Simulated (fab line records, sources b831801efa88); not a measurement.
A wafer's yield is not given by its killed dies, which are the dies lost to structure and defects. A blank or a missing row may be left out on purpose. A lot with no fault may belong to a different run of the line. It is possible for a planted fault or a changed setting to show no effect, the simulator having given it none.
fab line records | flow sky130
[record] lots = 5 | wafers = 15 | lastDay = 49
route steps=708 shown RES_PROTECT@212 POLY_GATE@213 PAD_OPEN@708
lots that met no fault: from a run of the same line without faults
startH: start of the lot's first displayed wafer, in hours after the record's first day | waitH: hours elapsed since this lot's preceding step | " repeats the value in the row above | L1.1+2: a single row standing in for several wafers | - value missing, or start not given | * or withheld: withheld | < > ~ a bound
route shown NAME@n: NAME is a module with steps in the file, n the number in the route of the first one | usual: average and standard deviation across the fault-free wafers | same: alike in all rows | chamber/n: place in a boat | sites: the reading at each site | _std_site: how widely they spread, as a standard deviation | _edge_site: the outer-site mean with the inner-site mean subtracted | radiusMm: for every site, how far away it sits from the centre of the wafer | mask NAME#n: copy n | behind: the tool/chamber that last shaped the wafer | hold: cause of the lot's hold/its duration in hours/its outcome | device: names the non-switching transistor (n, p or np) | end of line: the route-end tests of the same wafers | where a step has no rows: the recipe by itself | killed: not the wafer's yield, but the dies lost to structure and defects at the first sort | map: a wafer's dies, marking killed ones x, the rest . and places with no die _
set.NAME: the setting as run; set.NAME@STEP: as run at that earlier step | model.NAME: the simulator's own value behind a step, which no gauge read
lots at some steps of the route; a table a step, a row a wafer
services: the hour from which a tool's chamber was out of use, counted from the record's first day as startH (under 0 if before that day), plus the number of hours and why
[[steps]]
[step SKY_RES_PROTECT_DEVELOP_06]
[recipe] resist = NOVOLAK | developer = TMAH | developTimeS = 60 | devTempC = 23
[step SKY_POLY_GATE_IMPLANT_02]
[recipe] species = P | energyKev = 30 | doseCm2 = 7.7e+15 | tiltDeg = 0
[step SKY_RES_PROTECT_STRIP_07]
[recipe] chemistry = O2/N2 | powerW = 1400 | pressureMtorr = 1500 | platenTempC = withheld | o2FlowSccm = 3000 | n2FlowSccm = 300 | overashFraction = 0.5
[usual] drypumpMotorCurrentA = 5.7/0.32 | oesProductAu = 0.517/0.0045 | stripTimeToEndpointS = 23.29/0.042
[same] overashFraction = 0.5
lot.wafer | tool           | chamber | startH | waitH | drypumpMotorCurrentA | oesProductAu | rfHoursCounterH | stripTimeToEndpointS
L268.1    | plasmaAsher-04 | 1       | 346.46 | 0.1   | 5.9                  | 0.528        | 71              | 23.32
L268.3    | "              | 0       | "      | "     | 5.6                  | 0.525        | -               | 23.34
L268.6    | "              | 1       | "      | "     | 5.9                  | 0.510        | -               | 23.29
L269.1    | plasmaAsher-02 | 1       | 358.06 | 0.1   | 6.2                  | 0.520        | 72              | 23.26
L269.4    | "              | 1       | "      | "     | 6.2                  | 0.515        | -               | 23.24
L269.5    | "              | 0       | "      | "     | 5.9                  | 0.512        | -               | 23.28
L279.1    | plasmaAsher-02 | 0       | 449.09 | 0.1   | 5.8                  | 0.521        | 2               | 23.26
L279.2    | "              | 1       | "      | "     | 6.2                  | 0.522        | 2               | 23.28
L279.5    | "              | 1       | "      | "     | 6.2                  | 0.519        | -               | 23.26
L280.3    | plasmaAsher-02 | 1       | 458.35 | 0.1   | 6.2                  | 0.525        | -               | 23.34
L280.5    | "              | 0       | "      | "     | 5.9                  | 0.518        | -               | 23.29
L280.6    | "              | 1       | "      | "     | 6.1                  | 0.518        | -               | 23.35
L281.1    | plasmaAsher-01 | 1       | 469.21 | 0.1   | 5.1                  | 0.511        | 54              | 23.28
L281.3    | "              | 0       | "      | "     | 5.1                  | 0.515        | -               | 23.27
L281.6    | "              | 0       | "      | "     | 5.2                  | 0.521        | -               | 23.29
[step SKY_RES_PROTECT_TW_MEAS_08]
[usual] POLY_GATE_TW = 4041/17
lot.wafer | tool         | chamber | startH | waitH | POLY_GATE_TW
L268.1    | filmMetro-04 | -       | 346.56 | 0.1   | 4011
L268.3    | "            | -       | "      | "     | 4020
L268.6    | "            | -       | "      | "     | 4034
L269.1    | filmMetro-02 | -       | 358.16 | 0.1   | 4023
L269.4    | "            | -       | "      | "     | 4020
L269.5    | "            | -       | "      | "     | 4023
L279.1    | filmMetro-03 | -       | 449.19 | 0.1   | 4036
L279.2    | "            | -       | "      | "     | 4040
L279.5    | "            | -       | "      | "     | 4035
L280.3    | filmMetro-03 | -       | 458.43 | 0.1   | 4034
L280.5    | "            | -       | "      | "     | 4036
L280.6    | "            | -       | "      | "     | 4049
L281.1    | filmMetro-02 | -       | 469.31 | 0.1   | 4052
L281.3    | "            | -       | "      | "     | 4052
L281.6    | "            | -       | "      | "     | 4044
[step SKY_RES_PROTECT_CLEAN_09]
[recipe] chemistry = SC1/SC2 | mix = 1:4:20 | tempC = 70 | timeS = 150 | dry = n2Spin
[step SKY_POLY_GATE_CVD_03]
[recipe] material = Si3N4 | precursor = DCS/NH3 | targetThkNm = 75 | tempC = 770 | timeS = 1290 | pressureMtorr = 250
[step SKY_POLY_GATE_THK_MEAS_04]
[recipe] reads = Si3N4_of_POLY_GATE_CVD_03
[usual] POLY_GATE_CVD_03_THK = 75.1/0.61
lot.wafer | tool         | chamber | startH | waitH | POLY_GATE_CVD_03_THK[nm]
L268.1    | filmMetro-01 | -       | 348.03 | 0.0   | 75.0
L268.3    | "            | -       | "      | "     | 74.6
L268.6    | "            | -       | "      | "     | 74.8
L269.1    | filmMetro-02 | -       | 360.12 | 0.0   | 75.2
L269.4    | "            | -       | "      | "     | 75.1
L269.5    | "            | -       | "      | "     | 76.4
L279.1    | filmMetro-01 | -       | 452.18 | 0.0   | 75.5
L279.2    | "            | -       | "      | "     | 75.6
L279.5    | "            | -       | "      | "     | 75.6
L280.3    | filmMetro-01 | -       | 459.90 | 0.0   | 75.9
L280.5    | "            | -       | "      | "     | 76.1
L280.6    | "            | -       | "      | "     | 75.6
L281.1    | filmMetro-01 | -       | 471.45 | 0.0   | 74.7
L281.3    | "            | -       | "      | "     | 75.6
L281.6    | "            | -       | "      | "     | 74.3
[step SKY_POLY_GATE_DEHYDRATE_05]
[recipe] tempC = 200 | timeS = 60
[step SKY_POLY_GATE_HMDS_06]
[recipe] primeTimeS = 60 | primeTempC = 120
[step SKY_POLY_GATE_COAT_07]
[recipe] resist = BARC | tempC = withheld | timeS = withheld | spinRpm = 3000 | resistThkNm = 110
[step SKY_POLY_GATE_COAT_08]
[recipe] resist = KrF-thick | spinRpm = 3000 | resistThkNm = 450
[step SKY_POLY_GATE_SOFTBAKE_09]
[recipe] tempC = 100 | timeS = 90 | resist = KrF-thick
[step SKY_POLY_GATE_EXPOSE_10]
[recipe] maskId = P1M | na = 0.68 | sourceShape = conventional | sigmaOuter = 0.6 | targetCdNm = 150 | doseMj = 28
lot.wafer  | tool          | chamber | startH | waitH | mask
L268.1+3+6 | krfScanner-01 | 0       | 361.68 | -     | P1M#0
L269.1+4+5 | krfScanner-01 | 0       | 374.74 | -     | P1M_R1#0
L279.1+2+5 | krfScanner-02 | 0       | 468.16 | -     | P1M#0
L280.3+5+6 | krfScanner-01 | 0       | 475.33 | -     | P1M#0
L281.1+3+6 | krfScanner-02 | 0       | 486.08 | -     | P1M#0
[step SKY_POLY_GATE_PEB_11]
[recipe] pebTempC = withheld | pebTimeS = withheld | resist = KrF-thick
[step SKY_POLY_GATE_DEVELOP_12]
[recipe] developTimeS = 60 | resist = KrF-thick | devTempC = 21
[step SKY_POLY_GATE_CD_MEAS_13]
[recipe] targetCdNm = 150
[usual] cdNm = 150.1/1.2
lot.wafer | tool     | chamber | startH | waitH | hold                    | cdNm
L268.1    | cdSem-01 | -       | 376.16 | -     | -                       | 148.1
L268.3    | "        | -       | "      | "     | -                       | 149.7
L268.6    | "        | -       | "      | "     | -                       | 150.0
L269.1    | cdSem-01 | -       | 388.46 | -     | awaitDispo/0.2h/release | 160.5
L269.4    | "        | -       | "      | "     | awaitDispo/0.2h/release | 160.0
L269.5    | "        | -       | "      | "     | awaitDispo/0.2h/release | 161.3
L269.1    | cdSem-01 | -       | 388.75 | 0.3   | -                       | 160.4
L269.4    | "        | -       | "      | "     | -                       | 159.8
L269.5    | "        | -       | "      | "     | -                       | 160.7
L279.1    | cdSem-01 | -       | 482.69 | -     | -                       | 148.2
L279.2    | "        | -       | "      | "     | -                       | 146.9
L279.5    | "        | -       | "      | "     | -                       | 147.4
L280.3    | cdSem-02 | -       | 490.61 | -     | -                       | 149.8
L280.5    | "        | -       | "      | "     | -                       | 150.6
L280.6    | "        | -       | "      | "     | -                       | 149.2
L281.1    | cdSem-02 | -       | 502.16 | -     | -                       | 149.6
L281.3    | "        | -       | "      | "     | -                       | 148.9
L281.6    | "        | -       | "      | "     | -                       | 150.6
[step SKY_POLY_GATE_OVL_MEAS_14]
[usual] POLY_GATE_OVL = -2/4.8
lot.wafer | tool       | chamber | startH | waitH | hold                    | POLY_GATE_OVL[nm]
L268.1    | overlay-01 | -       | 376.28 | 0.1   | -                       | -4
L268.3    | "          | -       | "      | "     | -                       | -8
L268.6    | "          | -       | "      | "     | -                       | 0
L269.1    | overlay-01 | -       | 391.40 | 2.6   | awaitDispo/2.5h/release | -7
L269.4    | "          | -       | "      | "     | awaitDispo/2.5h/release | -2
L269.5    | "          | -       | "      | "     | awaitDispo/2.5h/release | -7
L279.1    | overlay-02 | -       | 482.81 | 0.1   | -                       | -1
L279.2    | "          | -       | "      | "     | -                       | 1
L279.5    | "          | -       | "      | "     | -                       | -2
L280.3    | overlay-01 | -       | 490.70 | 0.1   | -                       | 0
L280.5    | "          | -       | "      | "     | -                       | 1
L280.6    | "          | -       | "      | "     | -                       | -5
L281.1    | overlay-02 | -       | 502.28 | 0.1   | -                       | 1
L281.3    | "          | -       | "      | "     | -                       | 2
L281.6    | "          | -       | "      | "     | -                       | 5
[step SKY_POLY_GATE_ETCH_15]
[recipe] chemistry = N2/H2 | target = BARC | ionEnergyEv = 200 | sourceW = 500 | biasW = 100 | pressureMtorr = 30 | n2FlowSccm = 100 | h2FlowSccm = 200 | stopOn = SiO2 | timeS = 118.5 | targetDepthA = 1100
[usual] drypumpMotorCurrentA = 5.7/0.47 | h2FlowSccm = 200.0/0.61 | oesProductAu = 0.716/0.0045 | throttleValvePct = 13.213/0.0095
lot.wafer | tool       | chamber | startH | waitH | drypumpMotorCurrentA | h2FlowSccm | oesProductAu | rfHoursCounterH | throttleValvePct | model.POLY_GATE.cdNm
L268.1    | rieDiel-02 | 0       | 376.32 | 0.0   | 5.8                  | 200.9      | 0.719        | 0               | 13.207           | 148.3
L268.3    | "          | 1       | "      | "     | 5.8                  | 200.7      | 0.705        | 12              | 13.209           | 150.7
L268.6    | "          | 2       | "      | "     | 6.2                  | 199.6      | 0.723        | -               | 13.214           | 147.8
L269.1    | rieDiel-02 | 0       | 391.43 | 0.0   | 5.8                  | 199.3      | 0.726        | 1               | 13.193           | 160.1
L269.4    | "          | 1       | "      | "     | 5.8                  | 199.7      | 0.720        | 12              | 13.212           | 161
L269.5    | "          | 2       | "      | "     | 6.2                  | 200.1      | 0.712        | -               | 13.202           | 158.4
L279.1    | rieDiel-01 | 3       | 482.84 | 0.0   | 6.0                  | 200.3      | 0.721        | 1               | 13.209           | 150.4
L279.2    | "          | 2       | "      | "     | 5.9                  | 199.7      | 0.715        | 10              | 13.224           | 149
L279.5    | "          | 3       | "      | "     | 6.1                  | 200.8      | 0.715        | -               | 13.201           | 148.2
L280.3    | rieDiel-01 | 0       | 490.73 | 0.0   | 5.0                  | 199.6      | 0.714        | 89              | 13.212           | 150.5
L280.5    | "          | 3       | "      | "     | 6.1                  | 200.1      | 0.713        | -               | 13.200           | 151.3
L280.6    | "          | 0       | "      | "     | 5.1                  | 199.1      | 0.710        | -               | 13.210           | 149.6
L281.1    | rieDiel-02 | 0       | 502.31 | 0.0   | 5.8                  | 199.8      | 0.716        | 3               | 13.230           | 148.1
L281.3    | "          | 2       | "      | "     | 6.2                  | 199.9      | 0.723        | 5               | 13.203           | 147.8
L281.6    | "          | 0       | "      | "     | 5.8                  | 199.8      | 0.715        | -               | 13.220           | 149.9
[step SKY_POLY_GATE_ETCH_16]
[recipe] stopOn = poly-Si | chemistry = CH3F/O2 | target = Si3N4 | sourceW = 400 | biasW = 80 | pressureMtorr = 25 | ch3fFlowSccm = 40 | O2_flow_sccm = 30 | timeS = 147.5 | targetDepthA = 750
[usual] drypumpMotorCurrentA = 5.6/0.46 | oesProductAu = 0.641/0.0054 | throttleValvePct = 10.535/0.0095
lot.wafer | tool       | chamber | startH | waitH | drypumpMotorCurrentA | oesProductAu | rfHoursCounterH | throttleValvePct
L268.1    | rieDiel-02 | 0       | 376.40 | 0.0   | 5.8                  | 0.642        | 0               | 10.549
L268.3    | "          | 1       | "      | "     | 5.8                  | 0.640        | 12              | 10.537
L268.6    | "          | 2       | "      | "     | 6.2                  | 0.641        | -               | 10.524
L269.1    | rieDiel-02 | 0       | 391.52 | 0.0   | 5.8                  | 0.640        | 1               | 10.541
L269.4    | "          | 1       | "      | "     | 5.8                  | 0.638        | 12              | 10.537
L269.5    | "          | 2       | "      | "     | 6.2                  | 0.646        | -               | 10.547
L279.1    | rieDiel-01 | 3       | 482.93 | 0.0   | 6.0                  | 0.653        | 1               | 10.539
L279.2    | "          | 2       | "      | "     | 5.9                  | 0.640        | 10              | 10.541
L279.5    | "          | 3       | "      | "     | 6.0                  | 0.635        | -               | 10.534
L280.3    | rieDiel-01 | 0       | 490.81 | 0.0   | 5.0                  | 0.635        | 89              | 10.537
L280.5    | "          | 3       | "      | "     | 6.0                  | 0.652        | -               | 10.538
L280.6    | "          | 0       | "      | "     | 5.0                  | 0.644        | -               | 10.515
L281.1    | rieDiel-02 | 0       | 502.40 | 0.0   | 5.8                  | 0.640        | 3               | 10.524
L281.3    | "          | 2       | "      | "     | 6.2                  | 0.654        | 5               | 10.531
L281.6    | "          | 0       | "      | "     | 5.8                  | 0.640        | -               | 10.526
[step SKY_POLY_GATE_ETCH_17]
[recipe] targetDepthNm = 180 | stopOn = SiO2 | overEtchFrac = 0.56667 | chemistry = HBr/Cl2 | target = poly-Si | icpW = 400 | biasW = 100 | pressureMtorr = 10 | HBr_flow_sccm = 150 | Cl2_flow_sccm = 50 | timeS = 70.5
[usual] drypumpMotorCurrentA = 5.3/0.51 | oesProductAu = 0.986/0.0077 | throttleValvePct = 33.685/0.01
lot.wafer | tool     | chamber | startH | waitH | drypumpMotorCurrentA | oesProductAu | rfHoursCounterH | throttleValvePct | model.POLY_GATE.cdNm
L268.1    | rieSi-02 | 1       | 376.50 | 0.0   | 5.0                  | 0.978        | 30              | 33.707           | 148.1
L268.3    | "        | 2       | "      | "     | 4.7                  | 0.987        | 10              | 33.682           | 152.2
L268.6    | "        | 1       | "      | "     | 4.9                  | 0.985        | -               | 33.689           | 147.4
L269.1    | rieSi-02 | 0       | 391.61 | 0.0   | 5.4                  | 0.987        | 76              | 33.704           | 162.4
L269.4    | "        | 3       | "      | "     | 6.1                  | 0.991        | 25              | 33.693           | 161.9
L269.5    | "        | 3       | "      | "     | 6.1                  | 0.995        | -               | 33.695           | 159.2
L279.1    | rieSi-01 | 0       | 483.02 | 0.0   | 4.9                  | 0.985        | 3               | 33.659           | 149.6
L279.2    | "        | 3       | "      | "     | 5.4                  | 0.997        | 4               | 33.677           | 148.4
L279.5    | "        | 2       | "      | "     | 5.6                  | 0.991        | -               | 33.700           | 149.3
L280.3    | rieSi-02 | 1       | 490.91 | 0.0   | 4.9                  | 0.980        | 31              | 33.691           | 150.9
L280.5    | "        | 3       | "      | "     | 6.2                  | 0.977        | -               | 33.684           | 151.8
L280.6    | "        | 0       | "      | "     | 5.4                  | 0.985        | -               | 33.696           | 150.2
L281.1    | rieSi-01 | 3       | 502.50 | 0.0   | 5.4                  | 0.991        | 4               | 33.694           | 147.9
L281.3    | "        | 0       | "      | "     | 4.9                  | 0.986        | 3               | 33.670           | 146.4
L281.6    | "        | 3       | "      | "     | 5.4                  | 0.995        | -               | 33.694           | 149.3
[step SKY_POLY_GATE_STRIP_18]
[recipe] chemistry = O2/N2 | powerW = 1400 | pressureMtorr = 1500 | platenTempC = withheld | o2FlowSccm = 3000 | n2FlowSccm = 300 | overashFraction = 0.5
[usual] drypumpMotorCurrentA = 5.6/0.47 | oesProductAu = 0.362/0.0046 | stripTimeToEndpointS = 3.19/0.041
[same] overashFraction = 0.5
lot.wafer | tool           | chamber | startH | waitH | drypumpMotorCurrentA | oesProductAu | rfHoursCounterH | stripTimeToEndpointS
L268.1    | plasmaAsher-04 | 1       | 376.55 | 0.0   | 6.0                  | 0.363        | 74              | 3.13
L268.3    | "              | 1       | "      | "     | 6.0                  | 0.360        | -               | 3.23
L268.6    | "              | 1       | "      | "     | 5.9                  | 0.361        | -               | 3.18
L269.1    | plasmaAsher-04 | 0       | 391.67 | 0.0   | 5.6                  | 0.355        | 76              | 3.11
L269.4    | "              | 0       | "      | "     | 5.6                  | 0.361        | -               | 3.23
L269.5    | "              | 1       | "      | "     | 5.9                  | 0.360        | -               | 3.15
L279.1    | plasmaAsher-01 | 0       | 483.08 | 0.0   | 5.1                  | 0.362        | 55              | 3.19
L279.2    | "              | 1       | "      | "     | 5.1                  | 0.355        | 55              | 3.16
L279.5    | "              | 1       | "      | "     | 5.2                  | 0.360        | -               | 3.21
L280.3    | plasmaAsher-04 | 0       | 491.00 | 0.1   | 5.6                  | 0.364        | -               | 3.21
L280.5    | "              | 1       | "      | "     | 5.9                  | 0.363        | -               | 3.21
L280.6    | "              | 0       | "      | "     | 5.6                  | 0.361        | -               | 3.21
L281.1    | plasmaAsher-01 | 0       | 502.55 | 0.0   | 5.1                  | 0.358        | 57              | 3.12
L281.3    | "              | 0       | "      | "     | 5.2                  | 0.359        | -               | 3.24
L281.6    | "              | 1       | "      | "     | 5.2                  | 0.367        | -               | 3.13
[step SKY_PAD_OPEN_PROBE_99]
[usual] killed_at_M0_to_M3 = 43/6.6 | killed_at_M4_up = 3.1/1.6 | killedAtContacts = 23/5.6 | killedAtFrontEnd = 15/4.2 | killedAtOther = 0.2/0.43 | killedDies = 85/9.3 | killedOpen = 46/6.6 | killedShort = 39/6.2
[same] grossDies = 492 | killedAtBackSide = 0
lot.wafer | tool      | chamber | startH  | waitH | killed_at_M0_to_M3 | killed_at_M4_up | killedAtContacts | killedAtFrontEnd | killedAtOther | killedDies | killedOpen | killedShort | model.etest.pfet_01v8.rOnOhmUm | model.etest.pfetG5v0d10v5.rOnOhmUm | model.etest.resPoly.lineOhmUm | model.etest.nfet_01v8.rOnOhmUm | model.etest.nfetG5v0d10v5.rOnOhmUm | model.etest.sonosUncharged.rOnOhmUm | model.etest.nfet_01v8_lvt.driveUaUm | model.etest.nfet_01v8.driveUaUm
L268.1    | prober-01 | -       | 1073.26 | 0.1   | 42                 | 2               | 23               | 8                | 0             | 75         | 42         | 33          | 2938                           | 4791                               | 514.7                         | 867.6                          | 1905                               | 802.2                               | 545.5                               | 482.4
L268.3    | prober-01 | -       | 1073.36 | 0.2   | 42                 | 1               | 30               | 9                | 0             | 82         | 46         | 36          | 3007                           | 4836                               | 500.2                         | 888.8                          | 1891                               | 814.5                               | 533.7                               | 467.3
L268.6    | prober-01 | -       | 1073.51 | 0.2   | 41                 | 2               | 34               | 12               | 0             | 89         | 56         | 33          | 2882                           | 4743                               | 529.8                         | 851.6                          | 1850                               | 810                                 | 551.6                               | 482.7
L269.1    | prober-02 | -       | 1083.33 | 0.1   | 39                 | 5               | 23               | 23               | 1             | 91         | 53         | 37          | 3165                           | 4931                               | 455.4                         | 908.4                          | 1938                               | 849.2                               | 534.1                               | 462.7
L269.4    | prober-02 | -       | 1083.48 | 0.2   | 48                 | 1               | 23               | 19               | 0             | 91         | 63         | 28          | 3115                           | 4893                               | 463.6                         | 895.8                          | 1943                               | 857.4                               | 534.4                               | 469.1
L269.5    | prober-02 | -       | 1083.53 | 0.2   | 45                 | 3               | 29               | 20               | 0             | 97         | 56         | 41          | 3081                           | 4854                               | 469                           | 875.5                          | 1921                               | 851.7                               | 544.6                               | 475.5
L279.1    | prober-02 | -       | 1143.40 | 0.1   | 47                 | 2               | 25               | 23               | 1             | 98         | 49         | 49          | 2896                           | 4720                               | 515.7                         | 838                            | 1900                               | 825.5                               | 572.9                               | 507.7
L279.2    | prober-02 | -       | 1143.45 | 0.1   | 53                 | 1               | 14               | 15               | 0             | 83         | 48         | 35          | 2912                           | 4650                               | 524                           | 836.3                          | 1871                               | 815.5                               | 568.6                               | 499.4
L279.5    | prober-02 | -       | 1143.60 | 0.2   | 44                 | 4               | 17               | 12               | 0             | 77         | 38         | 39          | 2881                           | 4692                               | 514.7                         | 825.2                          | 1860                               | 831.7                               | 582.7                               | 508.4
L280.3    | prober-01 | -       | 1149.04 | 0.2   | 47                 | 4               | 19               | 15               | 0             | 85         | 47         | 38          | 2968                           | 4760                               | 501.8                         | 852.6                          | 1874                               | 806.1                               | 563.7                               | 495.4
L280.5    | prober-01 | -       | 1149.14 | 0.2   | 40                 | 2               | 21               | 12               | 0             | 75         | 38         | 37          | 3004                           | 4862                               | 497.4                         | 856.6                          | 1902                               | 818                                 | 561.9                               | 493.9
L280.6    | prober-01 | -       | 1149.19 | 0.2   | 42                 | 3               | 29               | 15               | 0             | 89         | 46         | 43          | 2970                           | 4805                               | 515.4                         | 852.6                          | 1881                               | 811.2                               | 574.1                               | 498.1
L281.1    | prober-01 | -       | 1172.93 | 0.1   | 48                 | 1               | 19               | 18               | 0             | 86         | 49         | 37          | 2937                           | 4774                               | 519.2                         | 809.9                          | 1901                               | 811.9                               | 583.2                               | 505.3
L281.3    | prober-01 | -       | 1173.03 | 0.2   | 39                 | 5               | 28               | 10               | 1             | 83         | 43         | 40          | 2870                           | 4714                               | 523.5                         | 816                            | 1862                               | 791.7                               | 579                                 | 506.4
L281.6    | prober-01 | -       | 1173.18 | 0.2   | 39                 | 4               | 15               | 14               | 0             | 72         | 36         | 36          | 2951                           | 4732                               | 507.6                         | 842.5                          | 1865                               | 821                                 | 571.6                               | 498.4
// killed by level:class
L268.1 VIA1:geometricParticle:open=12 LI_CONTACT:geometricParticle:open=9 CONTACT:geometricParticle:open=7 VIA3:geometricParticle:open=7 METAL1:geometricParticle:short=6 METAL2:geometricParticle:short=6 VIA1:geometricParticle:short=5 FIELD_ISO:geometricParticle:short=3
L268.3 VIA1:geometricParticle:open=11 CONTACT:geometricParticle:open=9 LI_CONTACT:geometricParticle:open=8 CONTACT:geometricParticle:short=8 VIA3:geometricParticle:open=6 METAL2:geometricParticle:short=6 LOCAL_INTERCONNECT:geometricParticle:short=5 METAL1:geometricParticle:short=5
L268.6 VIA1:geometricParticle:open=15 LI_CONTACT:geometricParticle:open=10 VIA3:geometricParticle:open=7 LOCAL_INTERCONNECT:geometricParticle:short=6 LI_CONTACT:geometricParticle:short=6 VIA2:geometricParticle:open=6 POLY_GATE:geometricParticle:open=5 CONTACT:geometricParticle:open=5
L269.1 CONTACT:geometricParticle:open=11 VIA1:geometricParticle:open=10 FIELD_ISO:geometricParticle:open=7 POLY_CUT:geometricParticle:open=6 METAL1:geometricParticle:short=6 VIA3:geometricParticle:open=6 VIA3:geometricParticle:short=5 VIA2:geometricParticle:open=5
L269.4 VIA2:geometricParticle:open=11 VIA3:geometricParticle:open=10 LI_CONTACT:geometricParticle:open=9 VIA1:geometricParticle:open=8 POLY_GATE:geometricParticle:open=7 CONTACT:geometricParticle:open=7 METAL1:geometricParticle:short=7 VIA2:geometricParticle:short=5
L269.5 LI_CONTACT:geometricParticle:open=10 VIA1:geometricParticle:open=9 CONTACT:geometricParticle:open=8 VIA2:geometricParticle:open=7 FIELD_ISO:geometricParticle:open=6 VIA3:geometricParticle:open=6 METAL1:geometricParticle:short=6 FIELD_ISO:geometricParticle:short=4
L279.1 VIA1:geometricParticle:open=12 CONTACT:geometricParticle:open=8 FIELD_ISO:geometricParticle:short=7 CONTACT:geometricParticle:short=7 VIA1:geometricParticle:short=6 FIELD_ISO:geometricParticle:open=5 POLY_GATE:geometricParticle:open=5 LOCAL_INTERCONNECT:geometricParticle:short=5
L279.2 VIA1:geometricParticle:open=17 VIA2:geometricParticle:open=9 CONTACT:geometricParticle:open=8 FIELD_ISO:geometricParticle:short=7 VIA3:geometricParticle:open=6 METAL1:geometricParticle:short=5 METAL2:geometricParticle:short=5 FIELD_ISO:geometricParticle:open=4
L279.5 METAL1:geometricParticle:short=12 VIA1:geometricParticle:open=11 LI_CONTACT:geometricParticle:open=7 CONTACT:geometricParticle:open=7 VIA2:geometricParticle:short=5 VIA1:geometricParticle:short=4 METAL2:geometricParticle:short=4 FIELD_ISO:geometricParticle:open=3
L280.3 VIA1:geometricParticle:open=12 CONTACT:geometricParticle:open=10 METAL1:geometricParticle:short=7 VIA3:geometricParticle:open=7 FIELD_ISO:geometricParticle:open=5 METAL2:geometricParticle:short=5 VIA2:geometricParticle:open=5 LOCAL_INTERCONNECT:geometricParticle:short=4
L280.5 LI_CONTACT:geometricParticle:open=8 VIA3:geometricParticle:open=7 METAL1:geometricParticle:short=6 CONTACT:geometricParticle:open=6 METAL2:geometricParticle:short=6 VIA1:geometricParticle:open=5 FIELD_ISO:geometricParticle:open=4 LI_CONTACT:geometricParticle:short=4
L280.6 LI_CONTACT:geometricParticle:open=10 METAL2:geometricParticle:short=8 FIELD_ISO:geometricParticle:short=7 CONTACT:geometricParticle:open=7 VIA1:geometricParticle:open=7 VIA3:geometricParticle:open=7 FIELD_ISO:geometricParticle:open=5 LI_CONTACT:geometricParticle:short=5
L281.1 VIA1:geometricParticle:open=11 VIA3:geometricParticle:open=8 METAL1:geometricParticle:short=7 LI_CONTACT:geometricParticle:open=6 CONTACT:geometricParticle:open=6 FIELD_ISO:geometricParticle:short=4 POLY_GATE:geometricParticle:open=4 METAL3:geometricParticle:short=4
L281.3 CONTACT:geometricParticle:open=10 VIA1:geometricParticle:open=9 LI_CONTACT:geometricParticle:open=6 LOCAL_INTERCONNECT:geometricParticle:short=6 VIA2:geometricParticle:open=6 POLY_GATE:geometricParticle:short=4 VIA3:geometricParticle:open=4 VIA2:geometricParticle:short=4
L281.6 VIA1:geometricParticle:open=8 METAL2:geometricParticle:short=7 VIA1:geometricParticle:short=6 FIELD_ISO:geometricParticle:open=5 SPACER:geometricParticle:short=4 LI_CONTACT:geometricParticle:open=4 LOCAL_INTERCONNECT:geometricParticle:short=4 METAL2:geometricParticle:open=4
[[services]]
tool           | chamber | startH | hours | kind
rieDiel-02     | 0       | 336.19 | -     | clean
rieDiel-02     | 0       | 336.19 | 15.6  | scheduledDown
rieDiel-02     | 0       | 336.19 | 15.6  | ventCycle
plasmaAsher-01 | -       | 346.25 | 8.3   | repair
rieSi-02       | 0       | 347.10 | 38.4  | repair
krfScanner-01  | -       | 351.60 | 1.6   | repair
rieDiel-02     | 0       | 357.65 | 2.5   | repair
krfScanner-02  | -       | 359.90 | 1.0   | pm
krfScanner-01  | -       | 372.95 | 0.8   | pm
krfScanner-02  | -       | 378.63 | 1.3   | pm
rieDiel-02     | 2       | 397.11 | 11.0  | repair
plasmaAsher-02 | -       | 421.27 | 9.0   | pm
krfScanner-02  | -       | 425.68 | 0.8   | pm
rieDiel-01     | -       | 425.86 | 0.5   | repair
plasmaAsher-02 | -       | 444.39 | 0.4   | repair
plasmaAsher-01 | -       | 452.35 | 1.1   | repair
rieDiel-02     | 3       | 458.88 | -     | clean
rieDiel-02     | 2       | 469.06 | 9.9   | repair
krfScanner-01  | -       | 473.24 | 1.0   | pm
rieSi-02       | 1       | 478.47 | 5.6   | repair
krfScanner-01  | -       | 481.86 | 1.3   | pm
rieSi-02       | 0       | 481.92 | 6.0   | repair
plasmaAsher-01 | -       | 487.71 | 1.3   | repair
krfScanner-01  | -       | 490.13 | 0.7   | repair
[[key]]
[firstSign] step = SKY_POLY_GATE_EXPOSE_10 | reading = mask | direction = changed
[effect] step = SKY_POLY_GATE_CD_MEAS_13 | reading = visit | direction = added
[effect] step = SKY_POLY_GATE_CD_MEAS_13 | reading = cdNm | direction = up | sigmas = 8.6 | usual = 150.1 | struck = 160.6
[modelEffect] step = SKY_POLY_GATE_ETCH_15 | value = POLY_GATE.cdNm | without = 148.9 | struck = 159.8
[modelEffect] step = SKY_POLY_GATE_ETCH_17 | value = POLY_GATE.cdNm | without = 150.2 | struck = 161.2
[modelEffect] step = SKY_PAD_OPEN_PROBE_99 | value = etest.pfet_01v8.rOnOhmUm | without = 2952 | struck = 3121
metAt SKY_POLY_GATE_EXPOSE_10
struckWafers L269.1,L269.4,L269.5
testerLeftOut L269
onsetBetween 361.68 374.74
[fault] kind = wrongMask | tool = any | chamber = - | onsetH = 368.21 | steps = SKY_POLY_GATE_EXPOSE_10 | auxCopy = P1M_R1#0 | cdOffsetNm = 11 | scope = struckLotsOnly
// testerLeftOut: of these lots the tester's yield and bins aren't shown, on N5 and GAA mostly nor the transistor test; their killed dies are dies lost to structure and defects alone, not to doping, threshold or leakage, so they don't give the yield
